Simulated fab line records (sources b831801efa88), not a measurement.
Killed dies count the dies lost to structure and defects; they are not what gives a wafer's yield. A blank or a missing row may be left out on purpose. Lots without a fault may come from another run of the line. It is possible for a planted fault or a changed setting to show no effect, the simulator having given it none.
A sampling plan put to the test	flow sky130	one fab line, 55 faults that these records tell of, each judged on the records of the lots that it struck
The plan consists of the line's own looks: route steps at which the wafer is read by a gauge or an inspection but not changed. A look can be judged if struck wafers have a number there and the file gives its usual mean and standard deviation on fault-free wafers. Caught: 4 or more of those standard deviations (sigma) separate the usual mean from the mean of the struck wafers at a look after the fault's first step. On the tool: here the same test is run on the tool's own readings at the fault's steps. Also counted as caught: the struck wafers showing another recipe, or a record that is empty for them alone.

THE FAULTS, as the simulator had put them in
1. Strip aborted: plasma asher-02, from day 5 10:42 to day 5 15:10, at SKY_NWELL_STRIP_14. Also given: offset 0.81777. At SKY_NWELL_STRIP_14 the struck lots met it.
2. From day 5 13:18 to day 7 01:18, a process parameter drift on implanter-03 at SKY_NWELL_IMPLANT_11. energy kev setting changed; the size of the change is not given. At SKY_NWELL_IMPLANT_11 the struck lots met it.
3. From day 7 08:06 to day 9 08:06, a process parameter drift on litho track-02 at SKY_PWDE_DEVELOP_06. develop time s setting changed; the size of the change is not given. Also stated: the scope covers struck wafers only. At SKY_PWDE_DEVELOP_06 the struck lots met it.
4. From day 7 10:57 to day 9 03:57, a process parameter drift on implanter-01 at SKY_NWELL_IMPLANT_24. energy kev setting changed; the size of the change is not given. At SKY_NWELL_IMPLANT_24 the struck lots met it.
5. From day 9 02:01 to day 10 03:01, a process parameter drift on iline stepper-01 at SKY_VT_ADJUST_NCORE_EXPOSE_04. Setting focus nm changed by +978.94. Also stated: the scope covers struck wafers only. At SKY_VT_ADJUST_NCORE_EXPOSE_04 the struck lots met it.
6. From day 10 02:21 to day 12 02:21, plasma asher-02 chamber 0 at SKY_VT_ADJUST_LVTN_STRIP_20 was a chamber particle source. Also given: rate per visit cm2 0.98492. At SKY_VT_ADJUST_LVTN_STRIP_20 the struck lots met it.
7. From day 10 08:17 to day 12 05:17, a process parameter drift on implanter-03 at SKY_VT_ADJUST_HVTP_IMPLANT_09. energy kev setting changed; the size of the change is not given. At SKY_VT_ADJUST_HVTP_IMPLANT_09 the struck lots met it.
8. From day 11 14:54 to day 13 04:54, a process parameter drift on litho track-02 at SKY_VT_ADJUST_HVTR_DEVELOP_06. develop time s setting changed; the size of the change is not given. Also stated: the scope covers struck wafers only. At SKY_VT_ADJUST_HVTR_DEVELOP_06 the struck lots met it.
9. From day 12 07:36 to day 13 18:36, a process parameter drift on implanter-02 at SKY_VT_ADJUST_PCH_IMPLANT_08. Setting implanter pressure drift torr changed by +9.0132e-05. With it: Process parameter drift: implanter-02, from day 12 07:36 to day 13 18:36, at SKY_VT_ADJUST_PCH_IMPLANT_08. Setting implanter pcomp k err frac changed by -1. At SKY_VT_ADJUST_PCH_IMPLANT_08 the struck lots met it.
10. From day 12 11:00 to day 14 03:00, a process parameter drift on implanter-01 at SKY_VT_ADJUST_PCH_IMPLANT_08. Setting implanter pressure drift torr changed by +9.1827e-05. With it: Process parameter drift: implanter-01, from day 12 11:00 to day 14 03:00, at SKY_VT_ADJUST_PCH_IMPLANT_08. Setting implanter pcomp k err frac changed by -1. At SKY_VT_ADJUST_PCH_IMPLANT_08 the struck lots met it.
11. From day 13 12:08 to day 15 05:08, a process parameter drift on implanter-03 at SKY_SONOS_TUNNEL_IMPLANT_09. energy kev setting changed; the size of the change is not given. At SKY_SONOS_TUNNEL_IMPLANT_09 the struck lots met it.
12. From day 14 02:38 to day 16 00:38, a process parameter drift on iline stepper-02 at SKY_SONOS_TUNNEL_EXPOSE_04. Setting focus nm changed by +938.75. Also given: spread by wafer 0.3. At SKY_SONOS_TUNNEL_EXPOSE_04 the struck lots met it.
13. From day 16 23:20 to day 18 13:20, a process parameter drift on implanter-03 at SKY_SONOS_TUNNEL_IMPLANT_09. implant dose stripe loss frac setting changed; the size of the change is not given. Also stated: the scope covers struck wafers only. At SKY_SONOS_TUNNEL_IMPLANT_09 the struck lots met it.
14. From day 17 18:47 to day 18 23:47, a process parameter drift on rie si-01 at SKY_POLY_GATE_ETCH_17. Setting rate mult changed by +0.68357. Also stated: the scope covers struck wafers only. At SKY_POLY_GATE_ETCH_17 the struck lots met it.
15. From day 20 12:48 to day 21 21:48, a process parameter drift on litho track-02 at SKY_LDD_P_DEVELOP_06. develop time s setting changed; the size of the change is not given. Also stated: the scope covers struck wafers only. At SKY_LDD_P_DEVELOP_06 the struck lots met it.
16. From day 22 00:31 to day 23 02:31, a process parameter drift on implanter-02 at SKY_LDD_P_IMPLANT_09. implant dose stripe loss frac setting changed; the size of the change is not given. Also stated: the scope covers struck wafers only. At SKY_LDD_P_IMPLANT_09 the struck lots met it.
17. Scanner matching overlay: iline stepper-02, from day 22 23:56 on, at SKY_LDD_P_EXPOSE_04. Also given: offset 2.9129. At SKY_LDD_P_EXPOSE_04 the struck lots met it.
18. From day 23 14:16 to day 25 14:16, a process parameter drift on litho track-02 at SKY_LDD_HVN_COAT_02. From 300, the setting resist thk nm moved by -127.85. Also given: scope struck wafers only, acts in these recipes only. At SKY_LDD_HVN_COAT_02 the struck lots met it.
19. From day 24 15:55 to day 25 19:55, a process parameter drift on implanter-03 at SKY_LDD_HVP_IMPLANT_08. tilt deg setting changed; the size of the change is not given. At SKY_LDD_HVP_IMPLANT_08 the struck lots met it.
20. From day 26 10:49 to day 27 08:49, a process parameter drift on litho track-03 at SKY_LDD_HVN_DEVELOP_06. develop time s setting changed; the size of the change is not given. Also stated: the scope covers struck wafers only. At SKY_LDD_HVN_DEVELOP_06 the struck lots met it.
21. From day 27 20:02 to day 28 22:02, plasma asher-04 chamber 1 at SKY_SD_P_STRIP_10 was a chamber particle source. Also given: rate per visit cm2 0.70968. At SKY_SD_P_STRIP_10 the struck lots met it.
22. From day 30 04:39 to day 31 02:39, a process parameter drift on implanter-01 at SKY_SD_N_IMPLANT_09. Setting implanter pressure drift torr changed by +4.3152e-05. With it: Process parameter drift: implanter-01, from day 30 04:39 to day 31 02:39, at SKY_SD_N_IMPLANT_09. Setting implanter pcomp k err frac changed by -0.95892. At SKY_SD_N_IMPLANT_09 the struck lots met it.
23. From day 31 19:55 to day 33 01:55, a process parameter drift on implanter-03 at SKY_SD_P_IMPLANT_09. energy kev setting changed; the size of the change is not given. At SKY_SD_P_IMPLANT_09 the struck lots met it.
24. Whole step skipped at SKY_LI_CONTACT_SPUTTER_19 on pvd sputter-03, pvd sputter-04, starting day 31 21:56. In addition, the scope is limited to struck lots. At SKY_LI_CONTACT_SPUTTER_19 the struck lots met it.
25. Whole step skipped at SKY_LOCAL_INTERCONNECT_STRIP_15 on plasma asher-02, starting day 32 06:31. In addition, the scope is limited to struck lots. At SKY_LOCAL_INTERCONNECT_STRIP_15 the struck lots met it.
26. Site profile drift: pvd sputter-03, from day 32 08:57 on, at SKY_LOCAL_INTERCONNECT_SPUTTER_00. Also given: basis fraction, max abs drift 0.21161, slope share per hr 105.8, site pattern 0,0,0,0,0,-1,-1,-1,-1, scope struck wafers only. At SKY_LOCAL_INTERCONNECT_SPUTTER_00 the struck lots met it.
27. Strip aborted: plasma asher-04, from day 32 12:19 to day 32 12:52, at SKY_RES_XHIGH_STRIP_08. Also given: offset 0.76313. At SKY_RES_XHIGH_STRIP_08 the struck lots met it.
28. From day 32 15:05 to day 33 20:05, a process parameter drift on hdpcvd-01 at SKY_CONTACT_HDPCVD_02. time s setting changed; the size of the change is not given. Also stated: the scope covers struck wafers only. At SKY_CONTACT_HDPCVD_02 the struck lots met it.
29. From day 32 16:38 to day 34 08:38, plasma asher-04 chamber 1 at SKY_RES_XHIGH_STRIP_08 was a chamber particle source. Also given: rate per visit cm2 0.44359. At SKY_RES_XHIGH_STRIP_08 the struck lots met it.
30. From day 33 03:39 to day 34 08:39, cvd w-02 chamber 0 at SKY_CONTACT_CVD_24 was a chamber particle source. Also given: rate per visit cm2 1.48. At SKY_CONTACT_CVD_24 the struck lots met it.
31. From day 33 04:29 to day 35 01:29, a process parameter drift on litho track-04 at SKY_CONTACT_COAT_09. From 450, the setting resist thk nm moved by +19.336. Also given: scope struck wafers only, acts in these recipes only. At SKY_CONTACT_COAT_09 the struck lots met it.
32. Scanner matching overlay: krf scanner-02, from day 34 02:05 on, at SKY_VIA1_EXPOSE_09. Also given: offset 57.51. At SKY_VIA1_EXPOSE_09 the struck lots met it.
33. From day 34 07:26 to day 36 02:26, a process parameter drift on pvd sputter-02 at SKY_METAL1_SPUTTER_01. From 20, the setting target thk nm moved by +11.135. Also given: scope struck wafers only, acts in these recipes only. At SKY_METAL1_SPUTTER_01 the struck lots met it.
34. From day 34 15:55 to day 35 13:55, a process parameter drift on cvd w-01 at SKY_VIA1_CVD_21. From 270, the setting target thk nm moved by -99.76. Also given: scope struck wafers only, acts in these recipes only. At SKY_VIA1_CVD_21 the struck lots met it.
35. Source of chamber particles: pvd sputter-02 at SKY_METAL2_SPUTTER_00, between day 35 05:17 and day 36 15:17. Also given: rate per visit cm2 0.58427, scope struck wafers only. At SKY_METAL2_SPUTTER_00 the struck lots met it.
36. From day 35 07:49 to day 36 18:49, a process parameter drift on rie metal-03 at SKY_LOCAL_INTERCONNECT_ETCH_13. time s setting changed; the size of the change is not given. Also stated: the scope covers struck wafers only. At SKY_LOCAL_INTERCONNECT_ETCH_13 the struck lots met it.
37. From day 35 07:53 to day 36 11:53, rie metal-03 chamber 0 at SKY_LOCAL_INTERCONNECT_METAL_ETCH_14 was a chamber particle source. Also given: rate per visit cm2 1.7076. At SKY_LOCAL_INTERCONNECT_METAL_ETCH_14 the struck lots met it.
38. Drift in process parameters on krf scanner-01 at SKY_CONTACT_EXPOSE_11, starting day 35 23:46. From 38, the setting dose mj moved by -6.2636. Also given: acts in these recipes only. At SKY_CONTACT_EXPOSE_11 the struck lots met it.
39. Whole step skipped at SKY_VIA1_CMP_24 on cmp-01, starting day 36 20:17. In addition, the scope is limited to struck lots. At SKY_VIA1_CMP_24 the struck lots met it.
40. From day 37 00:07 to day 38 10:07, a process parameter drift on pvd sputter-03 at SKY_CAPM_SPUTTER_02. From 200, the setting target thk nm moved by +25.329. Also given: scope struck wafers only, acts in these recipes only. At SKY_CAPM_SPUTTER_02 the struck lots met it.
41. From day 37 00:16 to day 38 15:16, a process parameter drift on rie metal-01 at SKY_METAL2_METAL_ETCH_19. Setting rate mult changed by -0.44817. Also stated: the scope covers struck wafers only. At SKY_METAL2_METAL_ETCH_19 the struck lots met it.
42. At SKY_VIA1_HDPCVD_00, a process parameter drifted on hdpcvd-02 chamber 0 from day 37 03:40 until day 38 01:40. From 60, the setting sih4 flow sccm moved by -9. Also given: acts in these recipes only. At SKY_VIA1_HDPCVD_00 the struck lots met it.
43. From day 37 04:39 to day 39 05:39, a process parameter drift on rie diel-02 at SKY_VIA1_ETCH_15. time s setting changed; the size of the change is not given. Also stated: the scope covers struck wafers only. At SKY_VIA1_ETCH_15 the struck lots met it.
44. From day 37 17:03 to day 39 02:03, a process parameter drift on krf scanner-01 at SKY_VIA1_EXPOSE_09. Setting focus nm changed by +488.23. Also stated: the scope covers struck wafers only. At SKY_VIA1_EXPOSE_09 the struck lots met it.
45. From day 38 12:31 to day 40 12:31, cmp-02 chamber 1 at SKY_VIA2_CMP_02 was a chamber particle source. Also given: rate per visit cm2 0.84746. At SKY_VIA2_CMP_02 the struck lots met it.
46. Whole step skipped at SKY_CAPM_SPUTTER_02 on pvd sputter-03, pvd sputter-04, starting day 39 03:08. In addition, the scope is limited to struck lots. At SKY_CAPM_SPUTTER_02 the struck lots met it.
47. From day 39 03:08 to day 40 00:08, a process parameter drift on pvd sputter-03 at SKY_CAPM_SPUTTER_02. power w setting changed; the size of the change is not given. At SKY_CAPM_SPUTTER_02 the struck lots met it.
48. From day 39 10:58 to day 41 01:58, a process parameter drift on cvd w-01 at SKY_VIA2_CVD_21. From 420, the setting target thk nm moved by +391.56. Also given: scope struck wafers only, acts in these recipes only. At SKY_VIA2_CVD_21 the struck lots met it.
49. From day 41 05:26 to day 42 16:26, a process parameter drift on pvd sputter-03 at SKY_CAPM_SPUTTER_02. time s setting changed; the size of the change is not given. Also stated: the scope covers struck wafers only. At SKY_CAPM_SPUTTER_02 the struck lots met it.
50. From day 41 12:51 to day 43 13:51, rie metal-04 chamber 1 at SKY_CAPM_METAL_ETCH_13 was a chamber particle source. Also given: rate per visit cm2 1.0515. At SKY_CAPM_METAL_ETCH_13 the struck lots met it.
51. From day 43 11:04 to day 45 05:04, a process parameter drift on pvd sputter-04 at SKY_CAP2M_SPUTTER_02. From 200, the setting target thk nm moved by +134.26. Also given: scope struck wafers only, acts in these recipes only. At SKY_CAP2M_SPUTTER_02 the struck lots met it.
52. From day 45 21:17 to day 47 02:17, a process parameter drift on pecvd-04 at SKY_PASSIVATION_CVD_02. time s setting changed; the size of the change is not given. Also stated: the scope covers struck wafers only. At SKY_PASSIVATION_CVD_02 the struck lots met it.
53. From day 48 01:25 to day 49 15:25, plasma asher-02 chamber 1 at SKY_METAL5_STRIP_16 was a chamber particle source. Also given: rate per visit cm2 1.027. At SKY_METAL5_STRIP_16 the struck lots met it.
54. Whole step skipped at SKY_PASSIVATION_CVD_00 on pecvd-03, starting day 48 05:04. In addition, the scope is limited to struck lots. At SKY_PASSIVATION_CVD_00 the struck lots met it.
55. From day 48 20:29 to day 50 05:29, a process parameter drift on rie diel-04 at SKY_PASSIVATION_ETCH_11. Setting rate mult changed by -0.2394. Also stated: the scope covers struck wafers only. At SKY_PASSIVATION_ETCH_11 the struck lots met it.

WHAT THE PLAN SAW
fault	on the tool itself	first look that catches it	reading, sigma	median hours from its first step to that look	hours from the fault's start to the first struck lot there	judged looks passed uncaught
1	oes product au +44 sigma	SKY_NWELL_TW_MEAS_26	NWELL_2_TW -99 or beyond	17.2	22	0
2	beam energy keV +99 or beyond sigma	SKY_NWELL_RS_MEAS_29	NWELL_RS -16	18.9	26	1
3	no reading that can be judged	SKY_PWDE_TW_MEAS_10	PWDE_TW -99 or beyond	0.8	1	0
4	beam energy keV -99 or beyond sigma	no look after it can be judged	-	-	-	0
5	under 2 sigma	SKY_VT_ADJUST_NCORE_CD_MEAS_07	cd nm -10	10.9	17	0
6	under 2 sigma	not the one look that can be judged after it	-	-	-	1
7	beam energy keV +99 or beyond sigma	not the one look that can be judged after it	strongest: VT_ADJUST_HVTP_TW at SKY_VT_ADJUST_HVTP_TW_MEAS_11, +2.7	-	-	1
8	no reading that can be judged	SKY_VT_ADJUST_HVTR_CD_MEAS_07	cd nm +8.1	0.1	14	0
9	end station pressure torr +99 or beyond sigma	SKY_VT_ADJUST_PCH_TW_MEAS_10	VT_ADJUST_PCH_TW +4.4	0.2	14	0
10	end station pressure torr +99 or beyond sigma	none of the 3 looks that can be judged after it	strongest: VT_ADJUST_PCH_TW at SKY_VT_ADJUST_PCH_TW_MEAS_10, +3.7	-	-	3
11	beam energy keV +99 or beyond sigma	no look after it can be judged	-	-	-	0
12	exposure dose mJ cm2 -13 sigma	none of the 2 looks that can be judged after it	strongest: cd nm at SKY_SONOS_TUNNEL_CD_MEAS_07, +3.1	-	-	2
13	no reading that can be judged	not the one look that can be judged after it	strongest: SONOS_TUNNEL_TW at SKY_SONOS_TUNNEL_TW_MEAS_12, -3.9	-	-	1
14	under 2 sigma	not the one look that can be judged after it	-	-	-	1
15	no reading that can be judged	SKY_LDD_P_TW_MEAS_11	LDD_P_TW -68	0.6	23	1
16	under 2 sigma	SKY_LDD_P_TW_MEAS_11	LDD_P_TW -4.3	0.2	13	0
17	no reading that can be judged	no look after it can be judged	-	-	-	0
18	no reading that can be judged	no look after it can be judged	-	-	-	0
19	tilt deg -99 or beyond sigma	SKY_LDD_HVP_TW_MEAS_10	LDD_HVP_TW -7.8	0.2	3	0
20	no reading that can be judged	SKY_LDD_HVN_TW_MEAS_10	LDD_HVN_TW -62	0.4	3	0
21	under 2 sigma	no look after it can be judged	-	-	-	0
22	end station pressure torr +58 sigma	SKY_SD_N_RS_MEAS_16	SD_N_RS -8.8	0.7	2	0
23	beam energy keV -99 or beyond sigma	SKY_SD_N_RS_MEAS_17	SD_P_RS +4.6	53.4	64	0
24	the tool's record is blank for the struck wafers	no look after it can be judged	-	-	-	0
25	the tool's record is blank for the struck wafers	no look after it can be judged	-	-	-	0
26	under 2 sigma	SKY_LOCAL_INTERCONNECT_RS_MEAS_01	LOCAL_INTERCONNECT_TIN_RS +10	0.1	10	0
27	oes product au +45 sigma	SKY_SD_N_TW_MEAS_12	SD_N_TW -99 or beyond	27.2	28	1
28	run length s -29 sigma	SKY_CONTACT_THK_MEAS_03	CONTACT_HDPCVD_THK -20	0.1	2	0
29	under 2 sigma	no look after it can be judged	-	-	-	0
30	under 2 sigma	none of the 2 looks that can be judged after it	-	-	-	2
31	under 2 sigma	no look after it can be judged	-	-	-	0
32	no reading that can be judged	SKY_VIA1_OVL_MEAS_13	VIA1_OVL +13	13.1	17	0
33	under 2 sigma	no look after it can be judged	-	-	-	0
34	under 2 sigma	SKY_VIA1_RS_MEAS_22	VIA1_W_RS +66	0.1	22	0
35	under 2 sigma	no look after it can be judged	-	-	-	0
36	run length s +33 sigma	no look after it can be judged	-	-	-	0
37	under 2 sigma	none of the 2 looks that can be judged after it	-	-	-	2
38	exposure dose mJ cm2 -99 or beyond sigma	SKY_CONTACT_CD_MEAS_14	cd nm -19	12.5	13	0
39	no reading that can be judged	no look after it can be judged	-	-	-	0
40	under 2 sigma	SKY_CAPM_RS_MEAS_03	CAPM_TIN_RS -10	0.1	4	0
41	oes product au -20 sigma	no look after it can be judged	-	-	-	0
42	sih4 flow sccm -53 sigma	SKY_VIA1_THK_MEAS_01	VIA1_HDPCVD_THK -14	0.1	13	0
43	run length s +5.4 sigma	no look after it can be judged	-	-	-	0
44	no reading that can be judged	SKY_VIA1_CD_MEAS_12	cd nm -80	11.6	33	0
45	under 2 sigma	not the one look that can be judged after it	-	-	-	1
46	the tool's record is blank for the struck wafers	no look after it can be judged	-	-	-	0
47	cathode dc power W -99 or beyond sigma	SKY_CAPM_RS_MEAS_03	CAPM_TIN_RS +61	0.1	4	0
48	under 2 sigma	SKY_VIA2_RS_MEAS_22	VIA2_W_RS -47	0.1	3	0
49	under 2 sigma	SKY_CAPM_RS_MEAS_03	CAPM_TIN_RS +14	0.1	4	0
50	under 2 sigma	no look after it can be judged	-	-	-	0
51	under 2 sigma	SKY_CAP2M_RS_MEAS_03	CAP2M_TIN_RS -31	0.1	24	0
52	under 2 sigma	SKY_PASSIVATION_THK_MEAS_03	PASSIVATION_CVD_02_THK +54	0.2	4	0
53	under 2 sigma	no look after it can be judged	-	-	-	0
54	the tool's record is blank for the struck wafers	no look after it can be judged	-	-	-	0
55	oes product au -16 sigma	no look after it can be judged	-	-	-	0
A dash: the fault isn't caught, or these records don't give the number.

Caught at a look: 26 of 55. Caught on the tool: 24 of 55. By one or the other: 39 of 55.
On the tool alone, faults 4, 7, 10, 11, 12, 24, 25, 36, 41, 43, 46, 54, 55 were caught.
Caught at a look alone: faults 3, 5, 8, 15, 16, 20, 26, 32, 34, 40, 44, 48, 49, 51, 52.
Caught by neither: faults 6, 13, 14, 17, 18, 21, 29, 30, 31, 33, 35, 37, 39, 45, 50, 53.

THINNER SAMPLING
If the look that catches a fault measured only every second or every third lot, by lot number, the first struck lot would be measured this late in the worst case:
fault	struck lots at that look, in order of time	every lot	every second lot	every third lot
1	L172	22 h	may miss it	may miss it
2	L388, L389	26 h	32 h	may miss all 2
3	L500, L506, L508	1 h	may miss all 3	may miss all 3
5	L115, L116	17 h	24 h	may miss all 2
8	L222, L223, L224	14 h	17 h	26 h
9	L222, L226	14 h	may miss all 2	may miss all 2
15	L554, L555	23 h	24 h	may miss all 2
16	L424, L423	13 h	14 h	may miss all 2
19	L281, L283	3 h	may miss all 2	may miss all 2
20	L794, L795	3 h	5 h	may miss all 2
22	L689, L690	2 h	13 h	may miss all 2
23	L937, L938	64 h	70 h	may miss all 2
26	L454, L455	10 h	18 h	may miss all 2
27	L255	28 h	may miss it	may miss it
28	L105	2 h	may miss it	may miss it
32	L662, L670	17 h	may miss all 2	may miss all 2
34	L870	22 h	may miss it	may miss it
38	L506, L508, L509, L510	13 h	26 h	26 h
40	L637, L638	4 h	21 h	may miss all 2
42	L218, L220	13 h	may miss all 2	may miss all 2
44	L183	33 h	may miss it	may miss it
47	L542, L541	4 h	5 h	may miss all 2
48	L498, L500	3 h	may miss all 2	may miss all 2
49	L690, L695	4 h	28 h	may miss all 2
51	L977, L979	24 h	may miss all 2	may miss all 2
52	L982, L984	4 h	may miss all 2	may miss all 2
Hours: fault start to first struck lot measured. The test against the limit of 4 sigma pooled every struck wafer, which means one lot taken alone may stay below that limit. Other struck lots may not be in these records.

THE LONGEST TIMED WAY FROM STEP TO LOOK
Fault 23: a median of 53.4 hours passes between SKY_SD_P_IMPLANT_09 and SKY_SD_N_RS_MEAS_17. No look between them can be judged.
